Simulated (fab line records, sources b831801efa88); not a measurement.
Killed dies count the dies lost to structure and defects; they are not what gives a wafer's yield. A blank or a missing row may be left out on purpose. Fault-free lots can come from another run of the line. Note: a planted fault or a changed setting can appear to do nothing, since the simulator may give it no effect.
Struck lot and sound lot, side by side	flow sky130	15 steps out of a route of 708
Sound: these wafers, L474.3, L474.4, L474.5. Struck: wafer L475.1 (left out: L475.4, L475.5 of the same lot, which were not struck); the cause appears at the end.
Order at every step that has rows: each side's tool, ch and its chambers, its first start. Under that, the readings that differ: sound wafers	struck wafers	difference of the means	sigmas: that difference in standard deviations of wafers without a fault.
alike: same words and numbers on both sides, and readings whose means sit less than 2 such deviations apart. not compared: any withheld reading, any reading some wafer has no value for, any bound like >300 that may hide the same value, and any number with overlapping values for which the record gives no deviation.
Wherever a step has rows on one side only, a row that says differs or no value, or a row with sigmas, the two part there. Numbers that don't overlap but have no deviation are shown without sigmas and don't part them. Lack of a reading on every wafer of one side parts them only where that side has two or more wafers.

first, 1 step without rows for these wafers: SKY_POLY_GATE_CVD_03 (deposits Si3N4 from DCS/NH3, target thk 75 nm, time 1290 s).
SKY_POLY_GATE_THK_MEAS_04:
  struck on film-metro-01, day 19 03:20; sound on film-metro-03, day 18 14:09
  alike: POLY_GATE_CVD_03_THK
then, 8 steps without rows for these wafers: SKY_POLY_GATE_DEHYDRATE_05 (time 60 s); SKY_POLY_GATE_HMDS_06 (prime time 60 s); SKY_POLY_GATE_COAT_07 (resist thk 110 nm); SKY_POLY_GATE_COAT_08 (resist thk 450 nm); SKY_POLY_GATE_SOFTBAKE_09 (time 90 s); SKY_POLY_GATE_EXPOSE_10 (exposes mask P1M, target cd 150 nm); SKY_POLY_GATE_PEB_11; SKY_POLY_GATE_DEVELOP_12 (develop time 60 s).
SKY_POLY_GATE_CD_MEAS_13: target cd 150 nm.
  struck on cd-sem-01, day 20 10:38; sound on cd-sem-01, day 19 20:21
reading	sound	struck	difference	sigmas
cd-nm (nm)	148.2 147.9 147.6	151.7	+3.8	+3
SKY_POLY_GATE_OVL_MEAS_14:
  struck on overlay-02, day 20 10:45; sound on overlay-01, day 19 20:26
  alike: POLY_GATE_OVL
SKY_POLY_GATE_ETCH_15: etches BARC in N2/H2, stops on SiO2, time 118.5 s, target depth 110 nm.
  sound on rie-diel-01 ch 2,3, day 19 20:28; struck on rie-diel-01 ch 3, day 20 10:47
reading	sound	struck	difference	sigmas
chamber-pressure-mTorr (mTorr)	30.017 29.963 29.989	35.991	+6.001	+99 or more
rf-fwd-power-W (W)	496.7 498.6 500.6	494.7	-3.9	-2
model.KrF-thick_of_POLY_GATE_COAT_08.thk-nm (nm)	345.5 348.8 347	344.8	-2.3	
  alike: drypump-motor-current-A, oes-product-au, throttle-valve-pct
  not compared: rf-hours-counter-h
SKY_POLY_GATE_ETCH_16: etches Si3N4 in CH3F/O2, stops on poly-Si, time 147.5 s, target depth 75 nm.
  sound on rie-diel-01 ch 2,3, day 19 20:33; struck on rie-diel-01 ch 3, day 20 10:52
  alike: chamber-pressure-mTorr, drypump-motor-current-A, oes-product-au, rf-fwd-power-W, throttle-valve-pct
  not compared: rf-hours-counter-h
SKY_PAD_OPEN_PROBE_99:
  rows exist in the record for the sound wafers here (prober-02, day 48 12:49), none for the struck ones

== WHERE THEY PART ==
Last at SKY_PAD_OPEN_PROBE_99 as far as this record goes, first at SKY_POLY_GATE_CD_MEAS_13.

WHY: the cause the simulator had injected
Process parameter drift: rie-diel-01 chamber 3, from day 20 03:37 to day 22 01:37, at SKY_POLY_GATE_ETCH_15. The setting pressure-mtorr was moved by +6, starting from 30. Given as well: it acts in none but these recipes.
